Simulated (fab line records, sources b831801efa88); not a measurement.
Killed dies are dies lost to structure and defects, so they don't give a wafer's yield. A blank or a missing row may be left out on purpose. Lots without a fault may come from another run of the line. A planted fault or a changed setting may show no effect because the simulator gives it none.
Which tool did it? | flow gf180mcu | 13 lots, 39 wafers sampled, at 5 steps of a route of 602

WHAT THE GAUGES READ, wafer by wafer
GF_V3_BOW_MEAS_05. Usual: V3_BOW 118 um, standard deviation 9.1.
lot  | measured     | on            | V3_BOW (um) | flag
L325 | day 21 06:48 | film_metro-04 | 110 106 111 |
L326 | day 21 17:28 | film_metro-04 | 111 119 116 |
L327 | day 22 00:47 | film_metro-01 | 115 119 124 |
L328 | day 22 11:32 | film_metro-04 | 132 115 123 |
L329 | day 22 20:13 | film_metro-01 | 117 129 130 |
L331 | day 23 14:20 | film_metro-02 | 97 105 114  |
L332 | day 23 23:11 | film_metro-01 | 107 113 120 |
L334 | day 24 11:47 | film_metro-04 | 122 116 107 |
L335 | day 24 23:32 | film_metro-04 | 126 121 124 |
L336 | day 25 09:51 | film_metro-02 | 125 118 123 |
L337 | day 25 15:01 | film_metro-02 | 107 105 109 |
L339 | day 26 06:07 | film_metro-04 | 114 116 122 |
L343 | day 27 11:59 | film_metro-01 | 136 133 125 |

GF_V3_RS_MEAS_24: measures by four-point-probe. Usual: V3_W_RS 0.326 ohm/sq, standard deviation 0.0037.
lot  | measured     | on            | V3_W_RS (ohm/sq)  | flag
L325 | day 22 07:43 | film_metro-01 | 0.326 0.327 0.324 |
L326 | day 22 17:43 | film_metro-02 | 0.320 0.320 0.321 |
L327 | day 23 00:08 | film_metro-01 | 0.338 0.326 0.333 |
L328 | day 23 11:55 | film_metro-01 | 0.332 0.331 0.331 |
L329 | day 23 20:14 | film_metro-01 | 0.326 0.332 0.329 |
L331 | day 24 14:23 | film_metro-02 | 0.333 0.333 0.337 |
L332 | day 24 21:21 | film_metro-01 | 0.326 0.328 0.327 |
L334 | day 25 10:59 | film_metro-04 | 0.327 0.325 0.329 |
L335 | day 25 21:58 | film_metro-02 | 0.328 0.325 0.326 |
L336 | day 26 07:10 | film_metro-01 | 0.324 0.326 0.326 |
L337 | day 26 12:33 | film_metro-04 | 0.327 0.325 0.322 |
L339 | day 27 03:31 | film_metro-01 | 0.324 0.327 0.328 |
L343 | day 28 12:46 | film_metro-01 | 0.326 0.327 0.324 |

GF_M4_THK_MEAS_06: measures by xrf. Usual: M4_ALCU_THK 456 nm, standard deviation 5.8.
lot  | measured     | on            | M4_ALCU_THK (nm) | flag
L325 | day 22 08:32 | film_metro-03 | 450 463 457      |
L326 | day 22 18:32 | film_metro-01 | 450 451 449      |
L327 | day 23 00:57 | film_metro-01 | 465 452 464      |
L328 | day 23 12:44 | film_metro-04 | 456 457 450      |
L329 | day 23 21:03 | film_metro-03 | 452 457 456      |
L331 | day 24 15:12 | film_metro-04 | 451 446 452      |
L332 | day 24 22:10 | film_metro-01 | 452 462 460      |
L334 | day 25 11:48 | film_metro-04 | 451 456 456      |
L335 | day 25 22:46 | film_metro-04 | 452 451 452      |
L336 | day 26 07:59 | film_metro-01 | 454 454 459      |
L337 | day 26 13:22 | film_metro-03 | 459 465 459      |
L339 | day 27 04:20 | film_metro-04 | 454 456 415      |
L343 | day 28 13:34 | film_metro-01 | 453 450 449      |

WHICH TOOL RAN EACH LOT (tool, then ch and the chambers of the sampled wafers, then the start)
lot  | GF_V3_SPUTTER_21             | GF_M4_SPUTTER_04
L325 | pvd_sputter-04, day 22 07:29 | pvd_sputter-01, day 22 08:22
L326 | pvd_sputter-02, day 22 17:30 | pvd_sputter-04, day 22 18:23
L327 | pvd_sputter-04, day 22 23:54 | pvd_sputter-01, day 23 00:47
L328 | pvd_sputter-03, day 23 11:43 | pvd_sputter-03, day 23 12:35
L329 | pvd_sputter-03, day 23 20:01 | pvd_sputter-04, day 23 20:53
L331 | pvd_sputter-02, day 24 14:09 | pvd_sputter-04, day 24 15:02
L332 | pvd_sputter-04, day 24 21:08 | pvd_sputter-01, day 24 22:01
L334 | pvd_sputter-04, day 25 10:46 | pvd_sputter-03, day 25 11:38
L335 | pvd_sputter-02, day 25 21:43 | pvd_sputter-03, day 25 22:35
L336 | pvd_sputter-04, day 26 06:56 | pvd_sputter-03, day 26 07:49
L337 | pvd_sputter-04, day 26 12:20 | pvd_sputter-01, day 26 13:13
L339 | pvd_sputter-02, day 27 03:18 | pvd_sputter-01, day 27 04:11
L343 | pvd_sputter-02, day 28 08:53 | pvd_sputter-04, day 28 13:23
- GF_V3_SPUTTER_21: material Ti, target thk 15 nm, time 80.02 s.
- GF_M4_SPUTTER_04: material TiN, target thk 50 nm, time 41.7 s.

WHAT THE TOOLS THEMSELVES READ (means of the sampled wafers that have a number; where no wafer has one, the mark that the record gives instead)
GF_V3_SPUTTER_21. Usual: chamber_pressure_pa 5.001 Pa, standard deviation 0.0083; substrate_temp_c 200.01 C, standard deviation 0.16; throttle_valve_pct 30.2 %, standard deviation 1.5.
lot  | tool           | chamber_pressure_pa (Pa) | substrate_temp_c (C) | throttle_valve_pct (%) | flag
L325 | pvd_sputter-04 | 5.000                    | 200.19               | 30.7                   |
L326 | pvd_sputter-02 | 5.004                    | 200.02               | 30.9                   |
L327 | pvd_sputter-04 | 5.009                    | 200.04               | 28.6                   |
L328 | pvd_sputter-03 | 5.004                    | 200.13               | 29.9                   |
L329 | pvd_sputter-03 | 5.002                    | 200.16               | 29.6                   |
L331 | pvd_sputter-02 | 4.997                    | 199.92               | 32.8                   |
L332 | pvd_sputter-04 | 4.998                    | 200.02               | 29.7                   |
L334 | pvd_sputter-04 | 4.997                    | 199.99               | 29.3                   |
L335 | pvd_sputter-02 | 5.006                    | 200.15               | 32.8                   |
L336 | pvd_sputter-04 | 4.999                    | 199.92               | 28.5                   |
L337 | pvd_sputter-04 | 4.995                    | 199.83               | 28.9                   |
L339 | pvd_sputter-02 | 5.001                    | 200.02               | 32.2                   |
L343 | pvd_sputter-02 | 5.008                    | 200.14               | 31.0                   |

GF_M4_SPUTTER_04. Usual: chamber_pressure_pa 0.3999 Pa, standard deviation 0.00086; throttle_valve_pct 29.5 %, standard deviation 1.
lot  | tool           | chamber_pressure_pa (Pa) | throttle_valve_pct (%) | flag
L325 | pvd_sputter-01 | 0.4001                   | 29.1                   |
L326 | pvd_sputter-04 | 0.3995                   | 29.9                   |
L327 | pvd_sputter-01 | 0.3998                   | 29.0                   |
L328 | pvd_sputter-03 | 0.4001                   | 30.1                   |
L329 | pvd_sputter-04 | 0.4003                   | 29.2                   |
L331 | pvd_sputter-04 | 0.3991                   | 28.8                   |
L332 | pvd_sputter-01 | 0.3993                   | 29.5                   |
L334 | pvd_sputter-03 | 0.4001                   | 29.4                   |
L335 | pvd_sputter-03 | 0.4002                   | 29.0                   |
L336 | pvd_sputter-03 | 0.4002                   | 30.2                   |
L337 | pvd_sputter-01 | 0.3997                   | 30.2                   |
L339 | pvd_sputter-01 | 0.4002                   | 29.9                   |
L343 | pvd_sputter-04 | 0.3991                   | 31.0                   |

THE ANSWER, worked out from the rows above alone
Rule: a lot is off if the mean of its wafers that have a number lies more than 3 standard deviations from the usual mean. A lot without any number at a reading at which 4 lots or more have one is off too. The other lots that the step has rows for count as sound. The gauges are gone through in route order, then the tools' own readings, and for those a lot's mean is taken as printed above. The first step at which some lot is off is used, and at that step the reading that is off furthest; a lot without a number counts as furthest.
No lot is off at any reading shown: from this, nothing can be told.

WHAT THE SIMULATOR HAD PUT IN
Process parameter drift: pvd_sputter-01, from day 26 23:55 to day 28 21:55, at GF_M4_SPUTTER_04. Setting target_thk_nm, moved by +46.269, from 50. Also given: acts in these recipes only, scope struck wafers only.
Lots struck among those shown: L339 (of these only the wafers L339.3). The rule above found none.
